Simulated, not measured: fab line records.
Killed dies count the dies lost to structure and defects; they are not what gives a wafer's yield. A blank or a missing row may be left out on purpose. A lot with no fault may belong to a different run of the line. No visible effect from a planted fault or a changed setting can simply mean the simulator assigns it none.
The tool behind it: which one? || flow sky130 || 13 lots with 39 wafers sampled at 4 steps, on a route of 708 steps

## WHAT THE GAUGES READ, wafer by wafer
SKY_METAL1_CD_MEAS_15: the cd target is 140 nm.
{"lot": "L795", "measured": "day 32 12:44", "on": "cd sem-01", "cd nm (nm)": "137.4 137.1 138.3"}
{"lot": "L796", "measured": "day 33 03:15", "on": "cd sem-02", "cd nm (nm)": "141.1 141.0 141.9"}
{"lot": "L799", "measured": "day 34 03:02", "on": "cd sem-02", "cd nm (nm)": "141.4 141.0 141.2"}
{"lot": "L801", "measured": "day 34 17:25", "on": "cd sem-01", "cd nm (nm)": "137.2 138.7 137.6"}
{"lot": "L800", "measured": "day 35 03:43", "on": "cd sem-01", "cd nm (nm)": "140.4 143.2 142.3"}
{"lot": "L802", "measured": "day 35 08:52", "on": "cd sem-01", "cd nm (nm)": "140.0 142.2 142.1"}
{"lot": "L805", "measured": "day 36 05:15", "on": "cd sem-01", "cd nm (nm)": "139.6 139.2 140.0"}
{"lot": "L806", "measured": "day 36 10:22", "on": "cd sem-01", "cd nm (nm)": "140.6 141.4 141.2"}
{"lot": "L807", "measured": "day 36 18:07", "on": "cd sem-02", "cd nm (nm)": "140.3 140.4 140.8"}
{"lot": "L808", "measured": "day 36 23:07", "on": "cd sem-02", "cd nm (nm)": "141.1 141.3 140.6"}
{"lot": "L809", "measured": "day 37 10:40", "on": "cd sem-02", "cd nm (nm)": "140.5 140.4 140.2"}
{"lot": "L815", "measured": "day 39 10:56", "on": "cd sem-02", "cd nm (nm)": "140.6 139.9 139.6"}
{"lot": "L817", "measured": "day 39 15:34", "on": "cd sem-02", "cd nm (nm)": "143.7 143.2 142.9"}

## WHAT TOOL EACH LOT RAN ON (gives the tool, then ch and the chambers of the sampled wafers, and finally the start)
{"lot": "L795", "SKY_POLY_GATE_DEVELOP_12": "litho track-01 ch 0, day 16 01:00", "SKY_SD_N_RTA_14": "rtp anneal-01 ch 0, day 27 15:23", "SKY_LI_CONTACT_SPUTTER_19": "pvd sputter-03, day 28 21:16"}
{"lot": "L796", "SKY_POLY_GATE_DEVELOP_12": "litho track-02 ch 0, day 16 20:00", "SKY_SD_N_RTA_14": "rtp anneal-02 ch 0, day 28 07:15", "SKY_LI_CONTACT_SPUTTER_19": "pvd sputter-02, day 29 12:38"}
{"lot": "L799", "SKY_POLY_GATE_DEVELOP_12": "litho track-01 ch 0, day 17 16:00", "SKY_SD_N_RTA_14": "rtp anneal-01 ch 0, day 29 07:08", "SKY_LI_CONTACT_SPUTTER_19": "pvd sputter-03, day 30 13:12"}
{"lot": "L801", "SKY_POLY_GATE_DEVELOP_12": "litho track-02 ch 0, day 18 12:00", "SKY_SD_N_RTA_14": "rtp anneal-02 ch 0, day 29 23:26", "SKY_LI_CONTACT_SPUTTER_19": "pvd sputter-03, day 31 05:23"}
{"lot": "L800", "SKY_POLY_GATE_DEVELOP_12": "litho track-04 ch 0, day 18 17:00", "SKY_SD_N_RTA_14": "rtp anneal-01 ch 0, day 30 07:05", "SKY_LI_CONTACT_SPUTTER_19": "pvd sputter-02, day 31 15:56"}
{"lot": "L802", "SKY_POLY_GATE_DEVELOP_12": "litho track-04 ch 0, day 19 05:00", "SKY_SD_N_RTA_14": "rtp anneal-02 ch 0, day 30 14:32", "SKY_LI_CONTACT_SPUTTER_19": "pvd sputter-04, day 31 20:20"}
{"lot": "L805", "SKY_POLY_GATE_DEVELOP_12": "litho track-04 ch 0, day 20 04:00", "SKY_SD_N_RTA_14": "rtp anneal-01 ch 0, day 31 12:57", "SKY_LI_CONTACT_SPUTTER_19": "pvd sputter-04, day 32 17:26"}
{"lot": "L806", "SKY_POLY_GATE_DEVELOP_12": "litho track-02 ch 0, day 20 13:00", "SKY_SD_N_RTA_14": "rtp anneal-02 ch 0, day 31 17:05", "SKY_LI_CONTACT_SPUTTER_19": "pvd sputter-04, day 32 21:37"}
{"lot": "L807", "SKY_POLY_GATE_DEVELOP_12": "litho track-02 ch 0, day 20 23:00", "SKY_SD_N_RTA_14": "rtp anneal-01 ch 0, day 32 03:39", "SKY_LI_CONTACT_SPUTTER_19": "pvd sputter-04, day 33 07:41"}
{"lot": "L808", "SKY_POLY_GATE_DEVELOP_12": "litho track-04 ch 0, day 21 05:00", "SKY_SD_N_RTA_14": "rtp anneal-02 ch 0, day 32 09:40", "SKY_LI_CONTACT_SPUTTER_19": "pvd sputter-04, day 33 13:32"}
{"lot": "L809", "SKY_POLY_GATE_DEVELOP_12": "litho track-02 ch 0, day 21 16:00", "SKY_SD_N_RTA_14": "rtp anneal-01 ch 0, day 32 20:29", "SKY_LI_CONTACT_SPUTTER_19": "pvd sputter-02, day 34 00:39"}
{"lot": "L815", "SKY_POLY_GATE_DEVELOP_12": "litho track-02 ch 0, day 24 00:00", "SKY_SD_N_RTA_14": "rtp anneal-01 ch 0, day 34 21:23", "SKY_LI_CONTACT_SPUTTER_19": "pvd sputter-03, day 36 01:29"}
{"lot": "L817", "SKY_POLY_GATE_DEVELOP_12": "litho track-02 ch 0, day 24 07:00", "SKY_SD_N_RTA_14": "rtp anneal-01 ch 0, day 35 03:17", "SKY_LI_CONTACT_SPUTTER_19": "pvd sputter-03, day 36 07:16"}
- SKY_POLY_GATE_DEVELOP_12: develop time 60 s.
- SKY_SD_N_RTA_14: time 2 s.
- SKY_LI_CONTACT_SPUTTER_19: material Ti, target thk 20 nm, time 106.37 s.

## WHAT THE TOOLS THEMSELVES READ (means of the sampled wafers that have a number; where no wafer has one, the mark that the record gives instead)
SKY_POLY_GATE_DEVELOP_12.
{"lot": "L795", "tool": "litho track-01", "developer temp C (C)": 20.96}
{"lot": "L796", "tool": "litho track-02", "developer temp C (C)": 21.01}
{"lot": "L799", "tool": "litho track-01", "developer temp C (C)": 20.91}
{"lot": "L801", "tool": "litho track-02", "developer temp C (C)": 20.97}
{"lot": "L800", "tool": "litho track-04", "developer temp C (C)": 20.97}
{"lot": "L802", "tool": "litho track-04", "developer temp C (C)": 20.81}
{"lot": "L805", "tool": "litho track-04", "developer temp C (C)": 20.98}
{"lot": "L806", "tool": "litho track-02", "developer temp C (C)": 20.88}
{"lot": "L807", "tool": "litho track-02", "developer temp C (C)": 20.99}
{"lot": "L808", "tool": "litho track-04", "developer temp C (C)": 21.01}
{"lot": "L809", "tool": "litho track-02", "developer temp C (C)": 21.01}
{"lot": "L815", "tool": "litho track-02", "developer temp C (C)": 18.98}
{"lot": "L817", "tool": "litho track-02", "developer temp C (C)": 19.12}

SKY_SD_N_RTA_14.
{"lot": "L795", "tool": "rtp anneal-01", "chamber o2 ppm": 2.002, "lamp power pct (%)": 15.74, "wafer_temp_C_max": 1078.8}
{"lot": "L796", "tool": "rtp anneal-02", "chamber o2 ppm": 2.004, "lamp power pct (%)": 15.71, "wafer_temp_C_max": 1078.8}
{"lot": "L799", "tool": "rtp anneal-01", "chamber o2 ppm": 1.982, "lamp power pct (%)": 15.74, "wafer_temp_C_max": 1077.2}
{"lot": "L801", "tool": "rtp anneal-02", "chamber o2 ppm": 2.011, "lamp power pct (%)": 15.76, "wafer_temp_C_max": 1079.0}
{"lot": "L800", "tool": "rtp anneal-01", "chamber o2 ppm": 1.997, "lamp power pct (%)": 15.72, "wafer_temp_C_max": 1078.7}
{"lot": "L802", "tool": "rtp anneal-02", "chamber o2 ppm": 1.984, "lamp power pct (%)": 15.77, "wafer_temp_C_max": 1076.1}
{"lot": "L805", "tool": "rtp anneal-01", "chamber o2 ppm": 2.005, "lamp power pct (%)": 15.72, "wafer_temp_C_max": 1076.3}
{"lot": "L806", "tool": "rtp anneal-02", "chamber o2 ppm": 2.008, "lamp power pct (%)": 15.69, "wafer_temp_C_max": 1078.5}
{"lot": "L807", "tool": "rtp anneal-01", "chamber o2 ppm": 2.000, "lamp power pct (%)": 15.72, "wafer_temp_C_max": 1077.9}
{"lot": "L808", "tool": "rtp anneal-02", "chamber o2 ppm": 2.022, "lamp power pct (%)": 15.71, "wafer_temp_C_max": 1077.7}
{"lot": "L809", "tool": "rtp anneal-01", "chamber o2 ppm": 2.008, "lamp power pct (%)": 15.74, "wafer_temp_C_max": 1077.9}
{"lot": "L815", "tool": "rtp anneal-01", "chamber o2 ppm": 2.006, "lamp power pct (%)": 15.72, "wafer_temp_C_max": 1078.8}
{"lot": "L817", "tool": "rtp anneal-01", "chamber o2 ppm": 1.978, "lamp power pct (%)": 15.69, "wafer_temp_C_max": 1079.3}

SKY_LI_CONTACT_SPUTTER_19.
{"lot": "L795", "tool": "pvd sputter-03", "cathode dc power W (W)": 2499.9, "chamber pressure pa (Pa)": 4.882, "throttle valve pct (%)": 30.2}
{"lot": "L796", "tool": "pvd sputter-02", "cathode dc power W (W)": 2499.7, "chamber pressure pa (Pa)": 4.887, "throttle valve pct (%)": 29.3}
{"lot": "L799", "tool": "pvd sputter-03", "cathode dc power W (W)": 2500.1, "chamber pressure pa (Pa)": 4.892, "throttle valve pct (%)": 30.8}
{"lot": "L801", "tool": "pvd sputter-03", "cathode dc power W (W)": 2500.0, "chamber pressure pa (Pa)": 4.892, "throttle valve pct (%)": 30.7}
{"lot": "L800", "tool": "pvd sputter-02", "cathode dc power W (W)": 2499.7, "chamber pressure pa (Pa)": 4.884, "throttle valve pct (%)": 29.8}
{"lot": "L802", "tool": "pvd sputter-04", "cathode dc power W (W)": 2500.3, "chamber pressure pa (Pa)": 4.895, "throttle valve pct (%)": 30.2}
{"lot": "L805", "tool": "pvd sputter-04", "cathode dc power W (W)": 2500.3, "chamber pressure pa (Pa)": 4.878, "throttle valve pct (%)": 30.1}
{"lot": "L806", "tool": "pvd sputter-04", "cathode dc power W (W)": 2500.3, "chamber pressure pa (Pa)": 4.883, "throttle valve pct (%)": 30.6}
{"lot": "L807", "tool": "pvd sputter-04", "cathode dc power W (W)": 2499.6, "chamber pressure pa (Pa)": 4.894, "throttle valve pct (%)": 30.4}
{"lot": "L808", "tool": "pvd sputter-04", "cathode dc power W (W)": 2500.1, "chamber pressure pa (Pa)": 4.895, "throttle valve pct (%)": 30.3}
{"lot": "L809", "tool": "pvd sputter-02", "cathode dc power W (W)": 2499.8, "chamber pressure pa (Pa)": 4.883, "throttle valve pct (%)": 29.7}
{"lot": "L815", "tool": "pvd sputter-03", "cathode dc power W (W)": 2500.2, "chamber pressure pa (Pa)": 4.891, "throttle valve pct (%)": 30.0}
{"lot": "L817", "tool": "pvd sputter-03", "cathode dc power W (W)": 2500.1, "chamber pressure pa (Pa)": 4.883, "throttle valve pct (%)": 30.4}

## THE ANSWER, worked out from the rows above alone
Rule: usual is defined by the lots themselves. The widest of any qualifying gaps counts: lots, ordered by their means at a reading, are off when they make up no more than a third of the lots, leave a main group of 4 or more, and stand apart from it by 3 or more times the standard deviation of that group's means. Not used: any main group whose means are identical at the precision the tables above print for the reading. Also off: a lot with no number at a reading for which 4 or more lots have one. Any other lot the step has rows for is counted as sound. After the gauges, taken in route order, come the tools' own readings; for these a lot's mean is taken, as printed above. The first step at which some lot is off is used, and at that step the reading that is off furthest; a lot without a number counts as furthest.
Off, at SKY_POLY_GATE_DEVELOP_12 on developer temp C: L815, L817. The main group: mean 20.95 C, standard deviation 0.06.
If a tool, at that step or one of the process steps before it, ran each lot that is off and ran no sound lot following the first of them, it fits. One fits: litho track-02 at SKY_POLY_GATE_DEVELOP_12. Its last sound lot is L809 (day 21 16:00), its first lot that is off L815 (day 24 00:00): a fault that began between those two fits.
The tool's own readings at SKY_POLY_GATE_DEVELOP_12 bear it out: on the lots that are off they differ by more than 5 times the standard deviation of the sound lots' means. developer temp C reads 19.05 C there against 20.95 C on the sound lots.

## WHAT THE SIMULATOR HAD PUT IN
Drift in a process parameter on litho track-02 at SKY_POLY_GATE_DEVELOP_12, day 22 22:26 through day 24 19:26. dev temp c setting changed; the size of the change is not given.
Struck lots among those shown: L815, L817. This agrees with what the rule above found.
